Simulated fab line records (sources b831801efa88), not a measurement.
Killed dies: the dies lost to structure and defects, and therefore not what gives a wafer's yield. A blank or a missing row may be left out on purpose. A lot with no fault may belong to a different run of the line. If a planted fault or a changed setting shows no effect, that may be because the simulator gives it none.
A lot that was struck, set against a sound lot || flow sky130 || 22 steps out of a route of 708
Sound: the wafers L449.3, L449.5, L449.6. The struck wafers were L455.1, L455.3, L455.5. Last of all comes the cause.
At each step with rows: each side's tool, then ch and its chambers, then its first start. Under that, the readings that differ: sound wafers || struck wafers || difference of the means || sigmas: that difference in standard deviations of wafers without a fault.
alike: readings with means less than 2 such deviations apart, plus words and numbers identical on both sides. not compared: withheld readings, readings lacking a value on some wafer, bounds such as >300 that could conceal the same value, and numbers that have no deviation in the record and whose values overlap.
A row with sigmas, a row that says differs or no value, or rows on one side alone: a step with any of these is where the two part. Numbers that have no deviation but don't overlap get no sigmas and don't part them. A reading missing from all wafers of one side parts the sides only when that side holds two or more wafers.

first, 8 steps without rows for these wafers: SKY_DNWELL_DEHYDRATE_00 (time 60 s); SKY_DNWELL_HMDS_01 (prime time 60 s); SKY_DNWELL_COAT_02 (resist thk 3000 nm); SKY_DNWELL_SOFTBAKE_03; SKY_DNWELL_EXPOSE_04 (exposes mask DNM, target cd 3000 nm); SKY_DNWELL_PEB_05; SKY_DNWELL_DEVELOP_06 (develop time 60 s); SKY_DNWELL_IMPLANT_07.
SKY_DNWELL_STRIP_08: strips in O2/N2.
  sound on plasma-asher-01 ch 0,1, day 3 09:43; struck on plasma-asher-02 ch 0,1, day 4 19:59
  alike: chamber-pressure-mTorr, drypump-motor-current-A, oes-product-au, strip-time-to-endpoint-s
  not compared: rf-hours-counter-h
SKY_DNWELL_TW_MEAS_09:
  sound on film-metro-01 at day 3 09:49; struck on film-metro-01 at day 4 20:05
  alike: DNWELL_TW
then, 2 steps without rows for these wafers: SKY_PWDE_DEHYDRATE_00 (time 60 s); SKY_PWDE_HMDS_01 (prime time 60 s).
SKY_PWDE_COAT_02: resist thk 3000 nm.
  sound on litho-track-01 ch 0, day 3 17:10; struck on litho-track-03 ch 0, day 5 04:20
{"reading": "model.coat_of_PWDE_COAT_02.thk-nm (nm)", "sound": "2999 2997 2998", "struck": "962.1 961.8 957.1", "difference": -2037.7, "sigmas": ""}
then, 3 steps without rows for these wafers: SKY_PWDE_SOFTBAKE_03; SKY_PWDE_EXPOSE_04 (exposes mask PWDEM, target cd 840 nm); SKY_PWDE_PEB_05.
SKY_PWDE_DEVELOP_06: develop time 60 s.
  sound: litho-track-03 ch 0; struck: litho-track-02 ch 0
{"reading": "model.coat_of_PWDE_COAT_02.thk-nm (nm)", "sound": "2995 2993 2994", "struck": "957.8 957.5 952.8", "difference": -2038.0, "sigmas": ""}
SKY_PWDE_OVL_MEAS_07:
  sound on overlay-02 at day 4 01:57; struck on overlay-01 at day 5 13:59
{"reading": "PWDE_OVL (nm)", "sound": "-1.5 -1.5 -2.2", "struck": "0.7 2.6 0.9", "difference": "+3.1", "sigmas": "+2"}
after that, 1 step had no rows for these wafers: SKY_PWDE_IMPLANT_08.
SKY_PWDE_STRIP_09: strips in O2/N2.
  sound on plasma-asher-02 ch 0,1, day 4 02:10; struck on plasma-asher-02 ch 0, day 5 14:11
{"reading": "chamber-pressure-mTorr (mTorr)", "sound": "1500.6 1501.6 1502.8", "struck": "1499.2 1499.3 1498.7", "difference": -2.6, "sigmas": -2}
{"reading": "oes-product-au (a.u.)", "sound": "0.721 0.725 0.732", "struck": "0.723 0.714 0.710", "difference": -0.010, "sigmas": -2}
{"reading": "strip-time-to-endpoint-s (s)", "sound": "36.88 36.86 36.88", "struck": "12.97 12.95 12.89", "difference": -23.94, "sigmas": "-99 or more"}
  alike: drypump-motor-current-A
  not compared: rf-hours-counter-h
SKY_PWDE_TW_MEAS_10:
  sound on film-metro-01 at day 4 02:15; struck on film-metro-03 at day 5 14:17
{"reading": "PWDE_TW", "sound": "370.6 368.9 369.2", "struck": "372.9 374.7 373.4", "difference": "+4.1", "sigmas": "+2"}
-- the record jumps here: 42 days lie between the struck wafers' starts before and after (it left off in module PWDE and takes up again in module PAD_OPEN, whose first step shown is number 708 of the route) --
SKY_PAD_OPEN_PROBE_99:
  sound on prober-01 at day 46 01:13; struck on prober-01 at day 47 14:58
{"reading": "killed-at-front-end", "sound": "12 10 22", "struck": "398 393 404", "difference": "+384", "sigmas": "+87"}
{"reading": "killed-dies", "sound": "97 78 114", "struck": "475 475 481", "difference": "+381", "sigmas": "+38"}
{"reading": "killed-on-rim", "sound": "20 12 20", "struck": "96 95 96", "difference": "+78", "sigmas": "+20"}
  alike: killed_at_M0_to_M3, killed_at_M4_up, killed-at-contacts, killed-at-other, killed-open, killed-short

## WHERE THEY PART
At SKY_PWDE_OVL_MEAS_07 first; at SKY_PAD_OPEN_PROBE_99 last (within this record only).

WHY: the cause the simulator had injected
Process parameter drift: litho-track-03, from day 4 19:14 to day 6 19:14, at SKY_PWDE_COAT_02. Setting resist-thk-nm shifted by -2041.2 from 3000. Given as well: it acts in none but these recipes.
